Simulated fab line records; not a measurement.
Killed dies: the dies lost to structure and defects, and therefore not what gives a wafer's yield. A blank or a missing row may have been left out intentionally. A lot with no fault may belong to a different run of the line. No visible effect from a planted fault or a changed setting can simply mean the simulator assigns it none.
Which tool did it?	flow sky130	7 lots, 21 wafers sampled, at 2 steps of a route of 708

## WHAT EACH GAUGE READ, for each wafer
SKY_LOCAL_INTERCONNECT_RS_MEAS_01: measurement is done with a four-point probe.
lot	measured	on	LOCAL_INTERCONNECT_TIN_RS (ohm/sq)
L466	day 29 18:56	film_metro-02	13.71 13.72 13.92
L469	day 30 12:49	film_metro-01	13.96 14.12 14.17
L471	day 32 13:11	film_metro-04	14.09 14.17 11.04
L478	day 33 11:24	film_metro-02	11.11 14.10 14.11
L481	day 36 08:02	film_metro-04	13.80 13.97 14.16
L485	day 36 10:49	film_metro-01	14.13 14.06 14.20
L486	day 36 13:02	film_metro-01	13.79 14.08 13.98

## WHAT TOOL EACH LOT RAN ON (gives the tool, then ch and the chambers of the sampled wafers, and finally the start)
lot	SKY_LOCAL_INTERCONNECT_SPUTTER_00
L466	pvd_sputter-02, day 29 18:52
L469	pvd_sputter-01, day 30 12:44
L471	pvd_sputter-01, day 32 13:04
L478	pvd_sputter-01, day 33 11:19
L481	pvd_sputter-02, day 36 07:58
L485	pvd_sputter-02, day 36 10:43
L486	pvd_sputter-01, day 36 12:57
- SKY_LOCAL_INTERCONNECT_SPUTTER_00: material TiN, target thk 100 nm, time 83.3 s.

## THE ANSWER, worked out from the rows above alone
Rule: the lots themselves supply what counts as usual. The widest of any qualifying gaps counts: lots, ordered by their means at a reading, are off when they make up no more than a third of the lots, leave a main group of 4 or more, and stand apart from it by 3 or more times the standard deviation of that group's means. Not used: any main group whose means are identical at the precision the tables above print for the reading. A lot without any number at a reading at which 4 lots or more have one is off too. Any other lot the step has rows for is counted as sound.
Off: at SKY_LOCAL_INTERCONNECT_RS_MEAS_01 (LOCAL_INTERCONNECT_TIN_RS), L471, L478. Mean 13.98 ohm/sq and standard deviation 0.12 in the main group.
If a tool, at a process step before that reading, ran all the lots that are off and no sound lot after the first of them, it fits. The gauges at SKY_LOCAL_INTERCONNECT_RS_MEAS_01 are tried like those tools. No candidate that was tried fits.

## WHAT THE SIMULATOR HAD INSERTED
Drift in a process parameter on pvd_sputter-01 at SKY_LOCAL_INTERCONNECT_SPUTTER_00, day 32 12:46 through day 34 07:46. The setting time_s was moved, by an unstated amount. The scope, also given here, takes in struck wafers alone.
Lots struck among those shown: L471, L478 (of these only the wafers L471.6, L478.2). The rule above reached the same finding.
